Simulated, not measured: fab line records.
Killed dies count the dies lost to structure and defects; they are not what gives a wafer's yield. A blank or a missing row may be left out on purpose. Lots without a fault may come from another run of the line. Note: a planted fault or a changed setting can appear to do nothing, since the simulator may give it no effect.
Struck lot and sound lot, side by side -- flow sky130 -- 15 steps out of a route of 708
Sound: wafers L854.2, L854.3, L854.5. The struck wafers were L870.3, L870.4, L870.6. The cause is named last.
Per side, at each step with rows, come the tool, then ch with its chambers, and then its first start. Under that, the readings that differ: sound wafers -- struck wafers -- difference of the means -- sigmas: that difference in standard deviations of wafers without a fault.
alike: same words and numbers on both sides, and readings whose means sit less than 2 such deviations apart. not compared: any withheld reading, any reading some wafer has no value for, any bound like >300 that may hide the same value, and any number with overlapping values for which the record gives no deviation.
A row with sigmas, a row that says differs or no value, or rows on one side alone: a step with any of these is where the two part. Numbers that have no deviation but don't overlap get no sigmas and don't part them. A reading that every wafer of one side lacks parts them only if that side has two wafers or more.

first, 5 steps without rows for these wafers: SKY_LDD_LDN_COAT_02 (resist thk 1140 nm); SKY_LDD_LDN_SOFTBAKE_03 (time 60 s); SKY_LDD_LDN_EXPOSE_04 (exposes mask LDNTM, target cd 700 nm); SKY_LDD_LDN_PEB_05; SKY_LDD_LDN_DEVELOP_06 (develop time 60 s).
SKY_LDD_LDN_OVL_MEAS_07:
  sound on overlay-02 at day 22 10:02; struck on overlay-01 at day 29 05:11
  alike: LDD_LDN_OVL
then, 4 steps without rows for these wafers: SKY_LDD_LDN_IMPLANT_08; SKY_LDD_LDN_IMPLANT_09; SKY_LDD_LDN_IMPLANT_10; SKY_LDD_LDN_IMPLANT_11.
SKY_LDD_LDN_STRIP_12: strips in O2/N2.
  sound on plasma_asher-02 ch 0,1, day 22 10:40; struck on plasma_asher-04 ch 0,1, day 29 05:51
  alike: drypump_motor_current_A, oes_product_au, strip_time_to_endpoint_s
  not compared: rf_hours_counter_h
SKY_LDD_LDN_TW_MEAS_13:
  sound on film_metro-03 at day 22 10:47; struck on film_metro-03 at day 29 05:56
  alike: LDD_LDN_TW
SKY_LDD_LDN_CLEAN_14: cleans in SC1/SC2, time 150 s.
  sound on wet_bench-01 ch 0, day 22 10:50; struck on wet_bench-01 ch 3, day 29 05:59
  no value came back on the struck wafers for bath_guard_temp_C (C), bath_heat_duty_pct (%); on the sound wafers bath_guard_temp_C (C) reads 69.6 69.8 69.8
then, 1 step without rows for these wafers: SKY_SPACER_CVD_00 (deposits Si3N4 from DCS/NH3, target thk 43.1 nm, time 740 s).
-- the record jumps here: 21 days lie between the struck wafers' starts before and after (it left off in module SPACER and takes up again in module PAD_OPEN, whose first step shown is number 708 of the route) --
SKY_PAD_OPEN_PROBE_99:
  sound on prober-01 at day 45 11:30; struck on prober-01 at day 49 19:59
reading,sound,struck,difference,sigmas
model.etest.diode_nwell_sub.leak_log10_a_cm2,-7.086 -7.12 -7.201,-6.718 -6.399 -6.754,+0.512,
model.etest.diode_dnwell_sub.leak_log10_a_cm2,-7.177 -7.287 -7.288,-6.808 -6.803 -6.597,+0.515,
model.etest.diode_pwell_dnwell.leak_log10_a_cm2,-7.766 -7.535 -7.87,-6.844 -6.962 -7.004,+0.787,
model.etest.nfet_16v.off_log10_a_um,-13.91 -13.84 -13.89,-13.71 -13.58 -13.74,+0.20,
model.etest.pfet_16v.off_log10_a_um,-13.9 -13.99 -13.97,-13.74 -13.71 -13.76,+0.22,
  alike: killed_at_M0_to_M3, killed_at_M4_up, killed_at_contacts, killed_at_front_end, killed_at_other, killed_dies, killed_open, killed_short
  not compared: model.etest.diode_pdiff_nwell_hv.leak_log10_a_cm2, model.etest.diode_pdiff_nwell.leak_log10_a_cm2, model.etest.diode_ndiff_pwell.leak_log10_a_cm2

WHERE THEY PART
Only at SKY_LDD_LDN_CLEAN_14, as far as this record shows. Later steps at which nothing parts them and some readings are alike: SKY_PAD_OPEN_PROBE_99.

WHY: what had been put in by the simulator
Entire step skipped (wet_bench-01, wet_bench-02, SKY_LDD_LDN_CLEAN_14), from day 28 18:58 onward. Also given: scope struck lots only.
